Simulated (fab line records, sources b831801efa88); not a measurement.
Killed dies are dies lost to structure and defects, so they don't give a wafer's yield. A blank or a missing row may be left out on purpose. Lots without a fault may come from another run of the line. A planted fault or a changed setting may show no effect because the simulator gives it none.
A struck lot beside a sound one | flow sky130 | 21 steps out of a route of 708
Sound: wafers L918.2, L918.4, L918.5. Struck: wafers L924.2, L924.3, L924.5. The cause comes at the end.
At each step with rows: each side's tool, then ch and its chambers, then its first start. Under that, the readings that differ: sound wafers | struck wafers | difference of the means | sigmas: that difference in standard deviations of wafers without a fault.
alike: readings whose means differ by less than 2 such deviations, and words and numbers that are the same on both sides. not compared: withheld readings, readings that some wafer has no value for, bounds like >300 that may hide the same value, and numbers for which the record gives no deviation and whose values overlap.
The two part at a step that has a row with sigmas, a row that says differs or no value, or rows on one side only. Numbers that don't overlap but have no deviation are shown without sigmas and don't part them. A reading that every wafer of one side lacks parts them only if that side has two wafers or more.

first, 3 steps without rows for these wafers: SKY_VT_ADJUST_HVTP_EXPOSE_04 (exposes mask HVTPM, target cd 380 nm); SKY_VT_ADJUST_HVTP_PEB_05; SKY_VT_ADJUST_HVTP_DEVELOP_06 (develop time 60 s).
SKY_VT_ADJUST_HVTP_CD_MEAS_07: target cd 380 nm.
  sound on cd_sem-02, day 7 12:03; struck on cd_sem-02, day 8 22:22
  alike: cd_nm
SKY_VT_ADJUST_HVTP_OVL_MEAS_08:
  sound on overlay-01, day 7 12:10; struck on overlay-02, day 8 22:28
  alike: VT_ADJUST_HVTP_OVL
then, 1 step without rows for these wafers: SKY_VT_ADJUST_HVTP_IMPLANT_09.
SKY_VT_ADJUST_HVTP_STRIP_10: strips in O2/N2.
  sound on plasma_asher-04 ch 0,1, day 7 12:20; struck on plasma_asher-03 ch 0,1, day 8 22:38
  alike: drypump_motor_current_A, oes_product_au, strip_time_to_endpoint_s
  not compared: rf_hours_counter_h
SKY_VT_ADJUST_HVTP_TW_MEAS_11:
  sound on film_metro-04, day 7 12:27; struck on film_metro-02, day 8 22:45
  alike: VT_ADJUST_HVTP_TW
then, 4 steps without rows for these wafers: SKY_VT_ADJUST_LVTN_DEHYDRATE_00 (time 60 s); SKY_VT_ADJUST_LVTN_HMDS_01 (prime time 60 s); SKY_VT_ADJUST_LVTN_COAT_02 (resist thk 3000 nm); SKY_VT_ADJUST_LVTN_SOFTBAKE_03.
SKY_VT_ADJUST_LVTN_EXPOSE_04: exposes mask NWM COMPLEMENT LESS NATIVE, target cd 840 nm.
  sound on iline_stepper-01 ch 0, day 7 23:05; struck on iline_stepper-01 ch 0, day 9 10:09
  reading | sound                                                                                  | struck                  | difference | sigmas
  mask    | NWM_COMPLEMENT_LESS_NATIVE#0 NWM_COMPLEMENT_LESS_NATIVE#0 NWM_COMPLEMENT_LESS_NATIVE#0 | HVTPM#0 HVTPM#0 HVTPM#0 | differs    |
then, 2 steps without rows for these wafers: SKY_VT_ADJUST_LVTN_PEB_05; SKY_VT_ADJUST_LVTN_DEVELOP_06 (develop time 60 s).
SKY_VT_ADJUST_LVTN_OVL_MEAS_07:
  sound on overlay-02, day 8 09:35; struck on overlay-02, day 9 21:22
  reading                 | sound         | struck | difference                    | sigmas
  VT_ADJUST_LVTN_OVL (nm) | -1.7 0.8 -0.3 | - - -  | no value on the struck wafers |
then, 1 step without rows for these wafers: SKY_VT_ADJUST_LVTN_IMPLANT_08.
SKY_VT_ADJUST_LVTN_STRIP_09: strips in O2/N2.
  sound on plasma_asher-04 ch 0,1, day 8 09:46; struck on plasma_asher-02 ch 0,1, day 9 21:33
  reading                     | sound       | struck      | difference | sigmas
  drypump_motor_current_A (A) | 6.0 6.4 6.0 | 5.2 5.2 5.2 | -0.9       | -2
  alike: oes_product_au, strip_time_to_endpoint_s
  not compared: rf_hours_counter_h
SKY_VT_ADJUST_LVTN_TW_MEAS_10:
  sound on film_metro-03, day 8 09:52; struck on film_metro-02, day 9 21:40
  reading           | sound             | struck         | difference | sigmas
  VT_ADJUST_LVTN_TW | 244.2 243.4 243.4 | 29.8 30.0 29.7 | -213.8     | -99 or more
then, 1 step without rows for these wafers: SKY_VT_ADJUST_LVTN_DEHYDRATE_11 (time 60 s).
-- the record jumps here: 39 days lie between the struck wafers' starts before and after (it left off in module VT_ADJUST_LVTN and takes up again in module PAD_OPEN, whose first step shown is number 708 of the route) --
SKY_PAD_OPEN_PROBE_99:
  sound on prober-01, day 48 03:38; struck on prober-01, day 49 03:44
  reading                                   | sound             | struck            | difference | sigmas
  model.etest.tip_p.rs_ohm_sq               | 7038 6955 7004    | 6328 6332 6362    | -658       |
  model.etest.pfet_01v8.r_on_ohm_um         | 2875 2893 2859    | 2801 2689 2672    | -155       |
  model.etest.nfet_01v8_lvt.drive_ua_um     | 568.6 559.4 569.1 | 602 617.1 620     | +47        |
  model.etest.nfet_01v8.drive_ua_um         | 498.5 488.6 488.5 | 514.7 532.7 534   | +35.3      |
  model.etest.nfet_01v8_turned.drive_ua_um  | 497.6 493.2 490.6 | 513.6 531 532.9   | +32.0      |
  model.etest.nfet_01v8_swapped.drive_ua_um | 499.4 492.3 490.3 | 515.8 530.1 530.1 | +31.3      |
  model.etest.pfet_01v8.drive_ua_um         | 193.9 191.7 195.3 | 212.9 221.1 224.5 | +25.9      |
  model.etest.pfet_01v8_mvt.drive_ua_um     | 149.6 149.8 150.3 | 174.3 179.8 180.6 | +28.3      |

WHERE THEY PART
First at SKY_VT_ADJUST_LVTN_EXPOSE_04; last, within this record, at SKY_VT_ADJUST_LVTN_TW_MEAS_10.

WHY: what the simulator had put in
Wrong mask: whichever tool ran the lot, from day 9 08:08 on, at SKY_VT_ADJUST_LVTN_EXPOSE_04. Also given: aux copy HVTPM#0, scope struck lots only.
